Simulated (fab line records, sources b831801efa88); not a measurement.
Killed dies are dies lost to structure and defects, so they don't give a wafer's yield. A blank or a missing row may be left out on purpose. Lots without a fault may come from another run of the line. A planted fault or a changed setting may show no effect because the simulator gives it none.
One fault seen from 2 desks | flow sfq_line | each desk has only its own numbers; what lay behind them comes last

THE TOOL OWNER'S DESK: pvd_sputter-05
The tool's own readings at SFQ_TRILAYER_M0_DEP_SPUTTER_019 (material Nb, target thk 200 nm, time 133.3 s): means of the sampled wafers that have a number, for each lot that ran on this tool. A lot is out of limits, marked OUT, if its mean lies more than 4 standard deviations from the usual mean; the brackets give that distance.
Columns: A = throttle_valve_pct at SFQ_TRILAYER_M0_DEP_SPUTTER_019, usual 30.0 %
lot  | first seen here | A
L856 | day 9 13:51     | 31.1
L863 | day 11 14:07    | 30.4
L868 | day 13 02:44    | 31.0
This desk's finding: nothing out of limits on any of the 3 lots.

THE METROLOGY DESK
What the gauges read, lot by lot, whatever tool the lot ran on: means of the sampled wafers that have a number. A lot is out of limits, marked OUT, if its mean lies more than 4 standard deviations from the usual mean; the brackets give that distance.
Columns: A = L0V_OVL at SFQ_L0V_OVL_MEAS_903, usual 1 nm; B = M0_NB_RS at SFQ_M0_RS_MEAS_904, usual 0.891 ohm/sq; C = M0_OVL at SFQ_M0_OVL_MEAS_906, usual -6 nm; D = I0_BOW at SFQ_I0_BOW_MEAS_907, usual 1 um; E = I0_OVL at SFQ_I0_OVL_MEAS_908, usual -1 nm; F = M8_BOW at SFQ_M8_BOW_MEAS_951, usual 10 um
lot  | first seen here | A  | B     | C   | D  | E  | F
L850 | day 7 10:38     | -9 | 0.909 | -7  | -9 | 1  | -13
L856 | day 9 12:56     | 3  | 0.877 | -7  | 1  | 4  | 1
L863 | day 11 12:36    | 0  | 0.891 | 2   | 14 | -4 | 24
L868 | day 13 01:49    | -0 | 0.874 | -7  | 8  | -0 | 26
L869 | day 13 09:29    | 3  | 0.892 | -4  | 5  | 4  | 32
L870 | day 13 16:41    | 3  | 0.899 | -11 | 1  | -1 | 8
This desk's finding: nothing out of limits on any of the 6 lots.

PUT TOGETHER
The tool owner's desk saw nothing out of limits.
The metrology desk saw nothing out of limits.

WHAT THE SIMULATOR HAD PUT IN
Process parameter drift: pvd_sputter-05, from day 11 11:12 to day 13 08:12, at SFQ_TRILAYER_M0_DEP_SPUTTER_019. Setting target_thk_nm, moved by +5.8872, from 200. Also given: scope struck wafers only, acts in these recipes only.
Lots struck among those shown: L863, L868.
